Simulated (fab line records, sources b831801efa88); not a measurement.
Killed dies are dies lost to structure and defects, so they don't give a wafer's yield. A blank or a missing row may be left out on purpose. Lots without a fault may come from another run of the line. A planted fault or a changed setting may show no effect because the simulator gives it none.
fab line records | flow sky130
record lots=6 wafers=18 last_day=49
route steps=708 shown METAL2@495 VIA2@507 METAL3@532 PAD_OPEN@708
lots that met no fault: from a run of the same line without faults
start_h: hours from the record's first day to the start of the lot's first wafer shown | wait_h: hours since the lot's step before | " the same as in the row above | L1.1+2: a row that stands for several wafers | - no value, or no start given | * or withheld: withheld | < > ~ a bound
route shown NAME@n: a module of which the file shows steps, and the number in the route of the first | usual: mean/standard deviation of fault-free wafers | same: alike in all rows | chamber/n: place in a boat | sites: the reading at each site | _std_site: their standard deviation | _edge_site: outer sites' mean less inner sites' | radius_mm: how far each site lies from the wafer's centre | mask NAME#n: copy n | behind: the tool/chamber that last shaped the wafer | hold: why the lot was held/for how many hours/how that ended | device: the transistor (n, p or np) that didn't switch | end of line: the same wafers' tests at the end of the route | a step without rows: its recipe alone | killed: dies lost to structure and defects at the first sort, not the wafer's yield | map: a wafer's dies, x killed, . not, _ none there
set.NAME: the setting as run; set.NAME@STEP: as run at that earlier step | model.NAME: the simulator's own value behind a step, which no gauge read
lots at some steps of the route; a table a step, a row a wafer
services: from which hour (start_h, from the record's first day; less than 0 if before it) a tool's chamber was out of use, for how many hours, and why
## steps
# step SKY_METAL2_EXPOSE_12
# recipe mask_id=MM2 na=0.8 source_shape=annular sigma_inner=0.55 sigma_outer=0.85 target_cd_nm=140 dose_mj=28
# step SKY_METAL2_PEB_13
# recipe peb_temp_c=withheld peb_time_s=withheld resist=KrF-thick
# step SKY_METAL2_DEVELOP_14
# recipe develop_time_s=60 resist=KrF-thick dev_temp_c=21
# step SKY_METAL2_CD_MEAS_15
# recipe target_cd_nm=140
# usual cd_nm=140.1/1.5
# columns lot.wafer tool chamber start_h wait_h cd_nm
L915.2 cd_sem-01 - 831.35 - 140.7
L915.4 " - " " 139.3
L915.5 " - " " 141.1
L917.1 cd_sem-01 - 840.26 - 139.8
L917.3 " - " " 139.3
L917.4 " - " " 139.7
L926.3 cd_sem-01 - 908.37 - 137.8
L926.4 " - " " 138.6
L926.5 " - " " 137.0
L930.1 cd_sem-01 - 941.65 - 139.6
L930.2 " - " " 139.7
L930.6 " - " " 142.0
L931.1 cd_sem-01 - 955.15 - 140.2
L931.2 " - " " 139.9
L931.6 " - " " 138.4
L932.2 cd_sem-02 - 957.45 - 139.9
L932.3 " - " " 140.8
L932.5 " - " " 141.3
# step SKY_METAL2_OVL_MEAS_16
# usual METAL2_OVL=2/5.3
# columns lot.wafer tool chamber start_h wait_h METAL2_OVL[nm]
L915.2 overlay-01 - 831.45 0.1 -4
L915.4 " - " " 4
L915.5 " - " " -1
L917.1 overlay-01 - 840.38 0.1 -3
L917.3 " - " " 2
L917.4 " - " " -2
L926.3 overlay-02 - 908.46 0.1 9
L926.4 " - " " 5
L926.5 " - " " 11
L930.1 overlay-02 - 941.77 0.1 5
L930.2 " - " " 4
L930.6 " - " " 1
L931.1 overlay-02 - 955.27 0.1 -3
L931.2 " - " " 3
L931.6 " - " " 4
L932.2 overlay-02 - 957.56 0.1 3
L932.3 " - " " 4
L932.5 " - " " 5
# step SKY_METAL2_DESCUM_17
# recipe chemistry=O2 source_power_w=150 bias_power_w=0 pressure_mtorr=10 temp_c=40 time_s=8
# step SKY_METAL2_ETCH_18
# recipe chemistry=N2/H2 target=BARC ion_energy_ev=200 bias_w=100 pressure_mtorr=30 n2_flow_sccm=100 h2_flow_sccm=200 icp_w=500 stop_on=SiO2 time_s=45.9 target_depth_a=600
# step SKY_METAL2_METAL_ETCH_19
# recipe target_depth_a=3600 stop_on=SiO2 over_etch_frac=0.3 time_s=78 chemistry=Cl2/BCl3 resist_sidewall_deg=88 pressure_mtorr=10 icp_w=900 bias_w=48.5 Cl2_flow_sccm=60 bcl3_flow_sccm=30
# step SKY_METAL2_STRIP_20
# recipe chemistry=O2/N2 power_w=1400 pressure_mtorr=1500 platen_temp_c=withheld o2_flow_sccm=3000 n2_flow_sccm=300 overash_fraction=0.5
# step SKY_METAL2_STRIP_21
# recipe chemistry=post_etch_residue_remover time_s=1200 temp_c=72.5
# step SKY_METAL2_CLEAN_22
# recipe chemistry=IPA time_s=180 temp_c=25
# step SKY_METAL2_CLEAN_23
# recipe chemistry=O3/DIW dry=n2_spin
# step SKY_VIA2_HDPCVD_00
# recipe material=SiO2 target_thk_nm=1180 sigma_open_frac=0.3 time_s=196.7 temp_c=400 sih4_flow_sccm=60 pressure_mtorr=6
# columns lot.wafer tool chamber start_h wait_h
L915.2+4+5 hdpcvd-02 0,1,2 832.26 0.0
L917.1+3+4 hdpcvd-02 2,0,2 841.24 0.0
L926.3+4+5 hdpcvd-02 1,2,0 909.36 0.0
L930.1+2+6 hdpcvd-01 2,0,0 942.89 0.0
L931.1+2+6 hdpcvd-02 2,0,0 956.09 0.0
L932.2+3+5 hdpcvd-02 0,2,0 958.40 0.0
# step SKY_VIA2_THK_MEAS_01
# recipe reads=SiO2_of_VIA2_HDPCVD_00
# usual VIA2_HDPCVD_THK=1175/13
# columns lot.wafer tool chamber start_h wait_h VIA2_HDPCVD_THK[nm]
L915.2 film_metro-02 - 832.40 0.1 1159
L915.4 " - " " 1180
L915.5 " - " " 1165
L917.1 film_metro-02 - 841.42 0.1 1180
L917.3 " - " " 1200
L917.4 " - " " 1199
L926.3 film_metro-04 - 909.51 0.1 1154
L926.4 " - " " 1150
L926.5 " - " " 1149
L930.1 film_metro-02 - 943.02 0.1 1179
L930.2 " - " " 1170
L930.6 " - " " 1165
L931.1 film_metro-03 - 956.22 0.1 1162
L931.2 " - " " 1186
L931.6 " - " " 1180
L932.2 film_metro-02 - 958.54 0.1 1177
L932.3 " - " " 1168
L932.5 " - " " 1176
# step SKY_VIA2_CMP_02
# recipe material=SiO2 down_force_psi=4 platen_rpm=60 pad_velocity_m_s=0.94248
# usual edge_zone_pressure_frac=1.000/0.0047 head_pressure_psi=4.000/0.0087 motor_current_A=12.0/1.5
# columns lot.wafer tool chamber start_h wait_h edge_zone_pressure_frac head_pressure_psi motor_current_A
L915.4 cmp-02 3 832.45 0.0 0.994 3.991 9.7
L915.2 " 2 " " 1.003 4.005 13.5
L915.5 " 3 " " 0.997 4.009 10.4
L917.3 cmp-02 1 841.48 0.0 0.998 3.984 11.2
L917.4 " 3 " " 0.992 3.996 10.4
L917.1 " 0 " " 0.990 3.993 12.7
L926.4 cmp-01 1 909.55 0.0 0.989 4.002 12.4
L926.3 " 2 " " 0.998 4.008 11.3
L926.5 " 1 " " 0.998 3.995 12.7
L930.1 cmp-02 3 943.08 0.1 1.004 4.004 10.0
L930.2 " 2 " " 0.997 4.011 13.4
L930.6 " 0 " " 0.993 4.030 12.2
L931.2 cmp-01 0 956.28 0.0 0.993 3.994 15.1
L931.1 " 2 " " 1.000 3.982 11.7
L931.6 " 1 " " 1.001 4.006 12.8
L932.3 cmp-01 2 958.59 0.0 1.008 4.007 11.3
L932.2 " 3 " " 0.997 4.001 9.8
L932.5 " 3 " " 0.997 3.996 9.4
# step SKY_VIA2_BOW_MEAS_03
# recipe mode=bow
# usual VIA2_BOW=87/7.9
# columns lot.wafer tool chamber start_h wait_h VIA2_BOW[um]
L915.2 film_metro-03 - 832.77 0.1 90
L915.4 " - " " 87
L915.5 " - " " 87
L917.1 film_metro-03 - 841.78 0.1 82
L917.3 " - " " 77
L917.4 " - " " 89
L926.3 film_metro-03 - 909.89 0.2 80
L926.4 " - " " 77
L926.5 " - " " 77
L930.1 film_metro-02 - 943.38 0.2 81
L930.2 " - " " 95
L930.6 " - " " 89
L931.1 film_metro-02 - 956.58 0.1 77
L931.2 " - " " 90
L931.6 " - " " 91
L932.2 film_metro-03 - 958.91 0.2 88
L932.3 " - " " 91
L932.5 " - " " 99
# step SKY_VIA2_DEHYDRATE_04
# recipe temp_c=200 time_s=60
# step SKY_VIA2_HMDS_05
# recipe prime_time_s=60 prime_temp_c=120
# step SKY_VIA2_COAT_06
# recipe resist=BARC temp_c=withheld time_s=withheld spin_rpm=3000 resist_thk_nm=60
# step SKY_VIA2_COAT_07
# recipe resist=KrF-thick spin_rpm=3000 resist_thk_nm=450
# step SKY_VIA2_SOFTBAKE_08
# recipe temp_c=100 time_s=90 resist=KrF-thick
# step SKY_VIA2_EXPOSE_09
# recipe mask_id=VIM2 na=0.8 source_shape=annular sigma_inner=0.55 sigma_outer=0.85 target_cd_nm=200 dose_mj=38
# step SKY_VIA2_PEB_10
# recipe peb_temp_c=withheld peb_time_s=withheld resist=KrF-thick
# step SKY_VIA2_DEVELOP_11
# recipe develop_time_s=60 resist=KrF-thick dev_temp_c=21
# step SKY_VIA2_CD_MEAS_12
# recipe target_cd_nm=200
# usual cd_nm=200.0/1.4
# columns lot.wafer tool chamber start_h wait_h cd_nm
L915.2 cd_sem-01 - 858.32 - 200.6
L915.4 " - " " 198.8
L915.5 " - " " 199.9
L917.1 cd_sem-02 - 867.81 - 201.0
L917.3 " - " " 200.7
L917.4 " - " " 200.5
L926.3 cd_sem-01 - 935.20 - 198.1
L926.4 " - " " 198.7
L926.5 " - " " 198.6
L930.1 cd_sem-01 - 967.56 - 200.5
L930.2 " - " " 201.1
L930.6 " - " " 200.7
L931.1 cd_sem-01 - 980.96 - 200.1
L931.2 " - " " 201.2
L931.6 " - " " 201.7
L932.2 cd_sem-02 - 983.13 - 203.6
L932.3 " - " " 202.8
L932.5 " - " " 204.0
# step SKY_VIA2_OVL_MEAS_13
# usual VIA2_OVL=0/5
# columns lot.wafer tool chamber start_h wait_h VIA2_OVL[nm]
L915.2 overlay-01 - 858.43 0.1 -1
L915.4 " - " " 0
L915.5 " - " " -1
L917.1 overlay-02 - 867.93 0.1 -4
L917.3 " - " " -4
L917.4 " - " " -4
L926.3 overlay-02 - 935.30 0.1 0
L926.4 " - " " -2
L926.5 " - " " -4
L930.1 overlay-01 - 967.68 0.1 -1
L930.2 " - " " -2
L930.6 " - " " -4
L931.1 overlay-02 - 981.08 0.1 -5
L931.2 " - " " -2
L931.6 " - " " 4
L932.2 overlay-01 - 983.24 0.1 -2
L932.3 " - " " -2
L932.5 " - " " 0
# step SKY_VIA2_ETCH_14
# recipe chemistry=N2/H2 target=BARC ion_energy_ev=200 source_w=500 bias_w=100 pressure_mtorr=30 n2_flow_sccm=100 h2_flow_sccm=200 stop_on=SiO2 time_s=45.9 target_depth_a=600
# step SKY_VIA2_ETCH_15
# recipe target=SiO2 chemistry=C4F8/O2/Ar target_depth_nm=546 stop_on=TiN mask_material=KrF-thick source_w=1500 bias_w=1200 pressure_mtorr=40 c4f8_flow_sccm=withheld O2_flow_sccm=6 Ar_flow_sccm=300 time_s=84
# step SKY_VIA2_STRIP_16
# recipe chemistry=O2/N2 power_w=1400 pressure_mtorr=1500 platen_temp_c=withheld o2_flow_sccm=3000 n2_flow_sccm=300 overash_fraction=0.5
# step SKY_VIA2_STRIP_17
# recipe chemistry=post_etch_residue_remover time_s=1200 temp_c=72.5
# step SKY_VIA2_CLEAN_18
# recipe chemistry=IPA time_s=180 temp_c=25
# step SKY_VIA2_CLEAN_19
# recipe chemistry=O3/DIW dry=n2_spin
# step SKY_VIA2_SPUTTER_20
# recipe material=TiN target_thk_nm=20 chamber_pressure_pa=5 power_w=4000 time_s=80
# step SKY_VIA2_CVD_21
# recipe material=W target_thk_nm=420 time_s=126.4 temp_c=400 pressure_torr=40
# step SKY_VIA2_RS_MEAS_22
# recipe thk_meas_gauge=four-point-probe reads=W_of_VIA2_CVD_21+TiN_of_VIA2_SPUTTER_20
# usual VIA2_W_RS=0.2722/0.0029
# columns lot.wafer tool chamber start_h wait_h VIA2_W_RS[ohm/sq]
L915.2 film_metro-03 - 859.41 0.1 0.2712
L915.4 " - " " 0.2725
L915.5 " - " " 0.2736
L917.1 film_metro-02 - 868.85 0.1 0.2752
L917.3 " - " " 0.2754
L917.4 " - " " 0.2768
L926.3 film_metro-04 - 936.25 0.1 0.2762
L926.4 " - " " 0.2750
L926.5 " - " " 0.2768
L930.1 film_metro-04 - 968.64 0.1 0.2744
L930.2 " - " " 0.2765
L930.6 " - " " 0.2691
L931.1 film_metro-03 - 982.01 0.1 0.2695
L931.2 " - " " 0.2690
L931.6 " - " " 0.2685
L932.2 film_metro-02 - 984.19 0.1 0.2725
L932.3 " - " " 0.2692
L932.5 " - " " 0.2713
# step SKY_VIA2_THK_MEAS_23
# recipe thk_meas_gauge=xrf reads=W_of_VIA2_CVD_21
# usual VIA2_W_THK=433/6.7
# columns lot.wafer tool chamber start_h wait_h VIA2_W_THK[nm]
L915.2 film_metro-03 - 859.52 0.1 432
L915.4 " - " " 433
L915.5 " - " " 435
L917.1 film_metro-02 - 868.97 0.1 428
L917.3 " - " " 429
L917.4 " - " " 426
L926.3 film_metro-04 - 936.35 0.1 432
L926.4 " - " " 437
L926.5 " - " " 436
L930.1 film_metro-04 - 968.76 0.1 435
L930.2 " - " " 436
L930.6 " - " " 448
L931.1 film_metro-03 - 982.13 0.1 432
L931.2 " - " " 437
L931.6 " - " " 434
L932.2 film_metro-02 - 984.30 0.1 428
L932.3 " - " " 433
L932.5 " - " " 427
# step SKY_VIA2_CMP_24
# recipe stop_on=SiO2 t_overpolish_s=20 down_force_psi=3.5 platen_rpm=60 target_thk_nm=0 pad_velocity_m_s=0.94248
# usual edge_zone_pressure_frac=1.001/0.005 head_pressure_psi=3.500/0.0079 motor_current_A=11.1/1.5 overpolish_run_s=20.000/0.0095 time_to_endpoint_s=101/5.8
# columns lot.wafer tool chamber start_h wait_h edge_zone_pressure_frac head_pressure_psi motor_current_A overpolish_run_s time_to_endpoint_s
L915.2 cmp-01 0 859.65 0.1 0.998 3.507 13.8 20.002 105
L915.4 " 1 " " 0.995 3.507 11.4 20.012 96
L915.5 " 0 " " 1.000 3.507 14.0 19.989 106
L917.4 cmp-02 3 869.03 0.0 1.001 3.511 9.6 20.009 96
L917.3 " 0 " " 1.002 3.488 11.0 20.001 104
L917.1 " 2 " " 1.005 3.516 11.3 20.015 99
L926.3 cmp-01 1 936.44 0.1 0.992 3.489 11.7 19.998 91
L926.4 " 3 " " 1.001 3.499 9.3 20.009 107
L926.5 " 1 " " 0.999 3.506 11.8 20.000 93
L930.1 cmp-02 0 968.87 0.1 0.994 3.501 11.2 20.005 106
L930.2 " 2 " " 1.011 3.502 12.5 19.992 97
L930.6 " 0 " " 1.007 3.507 11.6 19.993 112
L931.1 cmp-02 0 982.24 0.1 0.991 3.489 11.6 20.004 106
L931.2 " 1 " " 0.995 3.499 10.9 20.006 107
L931.6 " 0 " " 0.992 3.486 11.5 19.999 106
L932.3 cmp-01 0 984.35 0.0 1.004 3.490 14.6 20.004 108
L932.2 " 2 " " 0.997 3.508 10.5 20.004 102
L932.5 " 0 " " 0.999 3.500 14.2 19.997 105
# step SKY_METAL3_SPUTTER_00
# recipe material=Ti target_thk_nm=15 power_w=3000 time_s=10 chamber_pressure_pa=0.4
# step SKY_METAL3_SPUTTER_01
# recipe material=TiN target_thk_nm=20 power_w=6500 time_s=16.7 chamber_pressure_pa=0.4
# usual throttle_valve_pct=29.4/1
# columns lot.wafer tool chamber start_h wait_h throttle_valve_pct
L915.2 pvd_sputter-04 - 859.93 0.0 29.5
L915.4 " - " " 28.4
L915.5 " - " " 29.3
L917.1 pvd_sputter-04 - 869.35 0.0 29.2
L917.3 " - " " 28.2
L917.4 " - " " 29.6
L926.3 pvd_sputter-04 - 936.71 0.0 31.3
L926.4 " - " " 31.6
L926.5 " - " " 29.1
L930.1 pvd_sputter-01 - 969.14 0.0 29.6
L930.2 " - " " 30.2
L930.6 " - " " 27.6
L931.1 pvd_sputter-01 - 982.51 0.0 29.8
L931.2 " - " " 30.3
L931.6 " - " " 29.8
L932.2 pvd_sputter-01 - 984.67 0.0 29.7
L932.3 " - " " 30.1
L932.5 " - " " 30.2
# step SKY_METAL3_SPUTTER_02
# recipe material=AlCu target_thk_nm=735 power_w=10600 time_s=39.1 chamber_pressure_pa=0.4
# usual throttle_valve_pct=29.4/1.1
# columns lot.wafer tool chamber start_h wait_h throttle_valve_pct
L915.2 pvd_sputter-04 - 859.95 0.0 29.5
L915.4 " - " " 28.7
L915.5 " - " " 29.5
L917.1 pvd_sputter-04 - 869.38 0.0 29.5
L917.3 " - " " 28.9
L917.4 " - " " 29.3
L926.3 pvd_sputter-04 - 936.74 0.0 31.6
L926.4 " - " " 31.3
L926.5 " - " " 29.4
L930.1 pvd_sputter-01 - 969.17 0.0 29.7
L930.2 " - " " 30.0
L930.6 " - " " 27.5
L931.1 pvd_sputter-01 - 982.54 0.0 29.7
L931.2 " - " " 30.1
L931.6 " - " " 29.3
L932.2 pvd_sputter-01 - 984.70 0.0 29.8
L932.3 " - " " 30.4
L932.5 " - " " 30.2
# step SKY_METAL3_SPUTTER_03
# recipe material=Ti target_thk_nm=5 power_w=3000 time_s=3.3 chamber_pressure_pa=0.4
# step SKY_METAL3_SPUTTER_04
# recipe material=TiN target_thk_nm=70 power_w=6500 time_s=58.3 chamber_pressure_pa=0.4
# usual throttle_valve_pct=29.4/1
# columns lot.wafer tool chamber start_h wait_h throttle_valve_pct
L915.2 pvd_sputter-04 - 860.01 0.0 29.3
L915.4 " - " " 28.7
L915.5 " - " " 29.3
L917.1 pvd_sputter-04 - 869.44 0.0 29.2
L917.3 " - " " 28.8
L917.4 " - " " 29.6
L926.3 pvd_sputter-04 - 936.79 0.0 31.3
L926.4 " - " " 31.5
L926.5 " - " " 29.4
L930.1 pvd_sputter-01 - 969.22 0.0 29.7
L930.2 " - " " 30.5
L930.6 " - " " 27.6
L931.1 pvd_sputter-01 - 982.59 0.0 29.8
L931.2 " - " " 30.2
L931.6 " - " " 29.5
L932.2 pvd_sputter-01 - 984.75 0.0 29.7
L932.3 " - " " 30.0
L932.5 " - " " 30.3
# step SKY_PAD_OPEN_PROBE_99
# usual defect_limited_yield=82.8/2.1 killed_at_M0_to_M3=42/6.6 killed_at_M4_up=3.1/1.9 killed_at_contacts=24/5.6 killed_at_front_end=15/4.8 killed_at_other=0.3/0.48 killed_dies=84/10 killed_on_rim=16/3.9 killed_open=47/6.8 killed_short=37/6.8 sort_bin_3_pad_short=0.9/0.48 sort_bin_5_function=10.1/1.4 sort_bin_6_memory=6.2/1.2 sort_n_pass=408/10 sort_yield_pct=82.8/2.1
# same gross_dies=492 killed_at_back_side=0 sort_bin_4_leakage[%]=0 sort_bin_8_speed[%]=0
# columns lot.wafer tool chamber start_h wait_h defect_limited_yield[%] killed_at_M0_to_M3 killed_at_M4_up killed_at_contacts killed_at_front_end killed_at_other killed_dies killed_on_rim killed_open killed_short sort_bin_3_pad_short[%] sort_bin_5_function[%] sort_bin_6_memory[%] sort_n_pass sort_yield_pct[%] model.etest.tester.sort_n_pass model.etest.tester.sort_yield_pct model.etest.tester.sort_bin_5_pct model.etest.tester.sort_bin_3_pct
L915.2 prober-02 - 1083.05 0.1 83.7 50 1 20 8 1 80 21 51 29 0.8 8.5 6.9 412 83.7 412 83.74 8.537 0.813
L915.4 prober-02 - 1083.15 0.2 83.3 31 1 35 15 0 82 14 55 27 0.2 9.6 6.9 410 83.3 410 83.33 9.553 0.2033
L915.5 prober-02 - 1083.20 0.2 83.9 38 1 26 13 1 79 10 43 36 1.2 9.3 5.5 413 83.9 413 83.94 9.35 1.22
L917.1 prober-02 - 1092.05 0.1 82.1 40 6 20 21 1 88 16 50 38 0.4 11.2 6.3 404 82.1 404 82.11 11.18 0.4065
L917.3 prober-02 - 1092.15 0.2 84.1 49 2 13 13 1 78 16 44 34 0.8 10.0 5.1 414 84.1 414 84.15 9.959 0.813
L917.4 prober-02 - 1092.20 0.2 80.5 47 4 32 13 0 96 16 47 49 0.4 10.2 8.9 396 80.5 396 80.49 10.16 0.4065
L926.3 prober-01 - 1145.28 0.2 82.5 49 6 23 8 0 86 20 43 43 1.4 12.0 4.1 406 82.5 406 82.52 11.99 1.423
L926.4 prober-01 - 1145.33 0.2 78.7 49 3 30 23 0 105 19 55 50 1.8 12.8 6.7 387 78.7 387 78.66 12.8 1.829
L926.5 prober-01 - 1145.38 0.2 86.0 42 1 11 15 0 69 10 43 26 0.2 10.0 3.9 423 86.0 423 85.98 9.959 0.2033
L930.1 prober-01 - 1168.49 0.1 81.5 49 3 27 12 0 91 17 56 35 1.2 10.4 6.9 401 81.5 401 81.5 10.37 1.22
L930.2 prober-01 - 1168.54 0.1 81.5 40 1 38 12 0 91 16 49 42 0.4 11.0 7.1 401 81.5 401 81.5 10.98 0.4065
L930.6 prober-01 - 1168.74 0.2 83.7 37 2 30 11 0 80 23 43 37 0.8 9.3 6.1 412 83.7 412 83.74 9.35 0.813
L931.1 prober-02 - 1177.22 0.1 83.3 43 4 18 16 1 82 13 38 44 2.2 9.6 4.9 410 83.3 410 83.33 9.553 2.236
L931.2 prober-02 - 1177.27 0.1 78.7 65 3 23 14 0 105 25 41 40 1.8 14.2 5.3 387 78.7 387 78.66 14.23 1.829
L931.6 prober-02 - 1177.47 0.2 74.2 64 3 30 30 0 127 32 53 49 3.0 14.0 8.7 365 74.2 365 74.19 14.02 3.049
L932.2 prober-01 - 1180.78 0.1 76.0 69 1 32 15 1 118 34 55 36 1.0 15.0 7.9 374 76.0 374 76.02 15.04 1.016
L932.3 prober-01 - 1180.83 0.2 81.1 35 4 32 21 1 93 15 56 37 1.4 12.2 5.3 399 81.1 399 81.1 12.2 1.423
L932.5 prober-01 - 1180.93 0.2 72.8 77 4 31 21 1 134 36 52 53 2.6 17.5 7.1 358 72.8 358 72.76 17.48 2.642
# killed by level:class
L915.2 VIA3:geometric_particle:open=12 VIA1:geometric_particle:open=9 CONTACT:geometric_particle:open=9 METAL2:geometric_particle:short=7 VIA2:geometric_particle:open=7 VIA1:geometric_particle:short=5 METAL3:geometric_particle:short=5 LI_CONTACT:geometric_particle:open=4
L915.4 CONTACT:geometric_particle:open=16 VIA1:geometric_particle:open=8 LI_CONTACT:geometric_particle:open=7 VIA3:geometric_particle:open=7 LOCAL_INTERCONNECT:geometric_particle:short=6 FIELD_ISO:geometric_particle:open=5 VIA3:geometric_particle:short=4 POLY_GATE:geometric_particle:open=3
L915.5 VIA1:geometric_particle:open=9 LOCAL_INTERCONNECT:geometric_particle:short=9 LI_CONTACT:geometric_particle:open=8 VIA3:geometric_particle:open=8 CONTACT:geometric_particle:open=6 METAL2:geometric_particle:short=5 POLY_GATE:geometric_particle:short=4 VIA2:geometric_particle:open=4
L917.1 VIA1:geometric_particle:open=10 LI_CONTACT:geometric_particle:open=8 VIA3:geometric_particle:open=7 POLY_GATE:geometric_particle:open=6 METAL4:geometric_particle:short=6 CONTACT:geometric_particle:open=6 METAL1:geometric_particle:short=6 VIA2:geometric_particle:open=5
L917.3 VIA2:geometric_particle:open=12 VIA3:geometric_particle:open=9 VIA1:geometric_particle:open=6 POLY_GATE:geometric_particle:open=5 VIA3:geometric_particle:short=5 LI_CONTACT:geometric_particle:short=4 METAL1:geometric_particle:short=4 METAL2:geometric_particle:short=4
L917.4 VIA1:geometric_particle:open=15 CONTACT:geometric_particle:open=10 CONTACT:geometric_particle:short=9 VIA2:geometric_particle:open=7 LI_CONTACT:geometric_particle:short=6 METAL1:geometric_particle:short=5 VIA1:geometric_particle:short=5 POLY_GATE:geometric_particle:short=4
L926.3 VIA2:geometric_particle:open=9 VIA3:geometric_particle:open=9 CONTACT:geometric_particle:open=7 VIA1:geometric_particle:open=6 CONTACT:geometric_particle:short=6 METAL1:geometric_particle:short=5 METAL4:geometric_particle:short=5 LOCAL_INTERCONNECT:geometric_particle:short=4
L926.4 VIA1:geometric_particle:open=11 VIA1:geometric_particle:short=10 LI_CONTACT:geometric_particle:open=9 METAL1:geometric_particle:short=9 POLY_GATE:geometric_particle:open=7 CONTACT:geometric_particle:open=7 FIELD_ISO:geometric_particle:short=6 VIA3:geometric_particle:open=6
L926.5 VIA1:geometric_particle:open=9 VIA2:geometric_particle:open=8 FIELD_ISO:geometric_particle:open=5 CONTACT:geometric_particle:open=5 VIA1:geometric_particle:short=5 METAL2:geometric_particle:short=5 VIA3:geometric_particle:open=5 LI_CONTACT:geometric_particle:open=4
L930.1 VIA1:geometric_particle:open=16 CONTACT:geometric_particle:open=14 VIA3:geometric_particle:open=7 CONTACT:geometric_particle:short=6 METAL1:geometric_particle:short=6 VIA2:geometric_particle:open=6 LI_CONTACT:geometric_particle:open=4 POLY_GATE:geometric_particle:open=3
L930.2 CONTACT:geometric_particle:open=15 VIA1:geometric_particle:open=13 LI_CONTACT:geometric_particle:open=9 CONTACT:geometric_particle:short=6 METAL2:geometric_particle:short=6 LOCAL_INTERCONNECT:geometric_particle:short=5 VIA2:geometric_particle:open=5 SPACER:geometric_particle:short=4
L930.6 CONTACT:geometric_particle:open=12 VIA1:geometric_particle:open=10 LI_CONTACT:geometric_particle:open=9 METAL2:geometric_particle:short=6 LOCAL_INTERCONNECT:geometric_particle:short=5 METAL1:geometric_particle:short=4 VIA1:geometric_particle:short=4 POLY_GATE:geometric_particle:short=3
L931.1 CONTACT:geometric_particle:open=10 FIELD_ISO:geometric_particle:short=6 METAL1:geometric_particle:short=6 VIA1:geometric_particle:short=6 VIA2:geometric_particle:open=6 VIA3:geometric_particle:open=6 VIA1:geometric_particle:open=5 FIELD_ISO:geometric_particle:open=4
L931.2 VIA2:unspecified=24 VIA2:geometric_particle:open=9 VIA3:geometric_particle:open=9 METAL2:geometric_particle:short=7 CONTACT:geometric_particle:open=6 VIA1:geometric_particle:open=6 LOCAL_INTERCONNECT:geometric_particle:short=5 CONTACT:geometric_particle:short=5
L931.6 VIA2:unspecified=25 FIELD_ISO:geometric_particle:open=12 CONTACT:geometric_particle:open=10 VIA3:geometric_particle:open=8 LI_CONTACT:geometric_particle:open=7 FIELD_ISO:geometric_particle:short=6 VIA1:geometric_particle:open=6 CONTACT:geometric_particle:short=6
L932.2 VIA2:unspecified=27 LI_CONTACT:geometric_particle:open=12 CONTACT:geometric_particle:open=10 VIA3:geometric_particle:open=9 VIA2:geometric_particle:open=7 VIA1:geometric_particle:open=7 VIA1:geometric_particle:short=6 FIELD_ISO:geometric_particle:open=5
L932.3 LI_CONTACT:geometric_particle:open=12 CONTACT:geometric_particle:open=12 VIA1:geometric_particle:open=7 VIA1:geometric_particle:short=7 POLY_GATE:geometric_particle:open=6 VIA3:geometric_particle:open=6 FIELD_ISO:geometric_particle:open=4 LOCAL_INTERCONNECT:geometric_particle:short=4
L932.5 VIA2:unspecified=29 VIA2:geometric_particle:open=11 VIA3:geometric_particle:open=9 LOCAL_INTERCONNECT:geometric_particle:short=9 LI_CONTACT:geometric_particle:open=7 FIELD_ISO:geometric_particle:short=6 CONTACT:geometric_particle:open=6 VIA1:geometric_particle:short=6
# map L931.6 (x killed, . not)
__________xxx..x...._________
________xxx.xx.....x.._______
______xxxxxxx..x..x...x._____
_____xxxx.xx..xx.x.xxx..x____
____x.x.x.xxxxx.x.xx....xx___
___...xxx.x.......xx..x....__
__........x...xx....x.x....x_
_......x...........xxx.......
_............x.....x...x.....
_x......x.......xx....x.....x
_...................xx.x.x.xx
_x.xx.....xx.....xx....x.x...
_.x.....x....x.xx.....x......
_..x..xx............x...x...x
_xx...x..x..x...x............
__..........xx.........x..x._
___..........x.........xx..__
____..x............x......___
_____x.........xx........____
______...x....xxxx..x.x._____
________............x._______
__________....x...x._________
# map L932.5 (x killed, . not)
__________xxxx.x.x.x_________
________xxxxxx....x..._______
______xxxxxxx.x........._____
_____xxxxxxx.....xx....x.____
____xx.xxxxx.x...xx.....x.___
___x.x.....x.x.....x....xx.__
__.........x....xx.x..x....._
_x................xx..xxxxx.x
_.x...x......................
_x....x..x.x.....x.x....x....
_..x..x.....x.x..x.x........x
_....x.x.........x...x...x...
_..x......x....x.x.........x.
_...x..x............x.x...xx.
_...x..x.x.x...x.....x.....x.
__..x....xx...........x..x.x_
___xx.......x....x...x.x...__
____..xx.x.....x......x..x___
_____..x..x...x....xx...x____
______..xx.......x.....x_____
________x............x_______
__________.....x...._________
## services
# columns tool chamber start_h hours kind
cmp-01 - 820.59 1.5 repair
hdpcvd-02 1 833.84 9.0 repair
cmp-01 - 834.00 0.6 repair
cmp-01 - 846.38 3.3 repair
cmp-02 - 855.13 5.5 pm
pvd_sputter-01 2 860.34 - consumable_replace:kit
pvd_sputter-01 2 860.34 18.0 scheduled_down
pvd_sputter-01 2 860.34 18.0 vent_cycle
hdpcvd-02 - 883.26 14.6 pm
cmp-01 - 886.17 18.4 repair
hdpcvd-01 - 897.67 2.6 repair
hdpcvd-01 - 904.01 6.0 pm
cmp-01 - 906.49 0.8 repair
pvd_sputter-01 - 908.64 2.2 repair
cmp-01 - 912.18 4.0 pm
cmp-01 - 916.18 - consumable_replace:conditioner
cmp-01 - 916.18 - consumable_replace:pad
hdpcvd-02 - 924.40 2.3 repair
hdpcvd-02 1 926.87 3.8 repair
pvd_sputter-04 2 931.12 - consumable_replace:kit
pvd_sputter-04 2 931.12 18.0 scheduled_down
pvd_sputter-04 2 931.12 18.0 vent_cycle
hdpcvd-01 - 950.25 15.0 pm
cmp-01 - 978.80 0.9 repair
## key
first_sign step=SKY_PAD_OPEN_PROBE_99 reading=killed_at_M0_to_M3 direction=up sigmas=4.1 usual=42 struck=69
effect step=SKY_PAD_OPEN_PROBE_99 reading=sort_bin_5_function direction=up sigmas=3.6 usual=10.1 struck=15.2
model_effect step=SKY_PAD_OPEN_PROBE_99 value=etest.tester.sort_n_pass without=393.2 struck=371
met_at SKY_VIA2_HDPCVD_00
struck_wafers L931.2,L931.6,L932.2,L932.5
loop_trim step=SKY_VIA2_EXPOSE_09 setting=dose lots=L932
onset_between 909.36 956.09
fault kind=chamber_particle_source tool=hdpcvd-02 chamber=0 onset_h=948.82 steps=SKY_VIA2_HDPCVD_00 rate_per_visit_cm2=0.49099 end_h=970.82
# loop_trim: a control loop set the setting to another value than it would have without faults
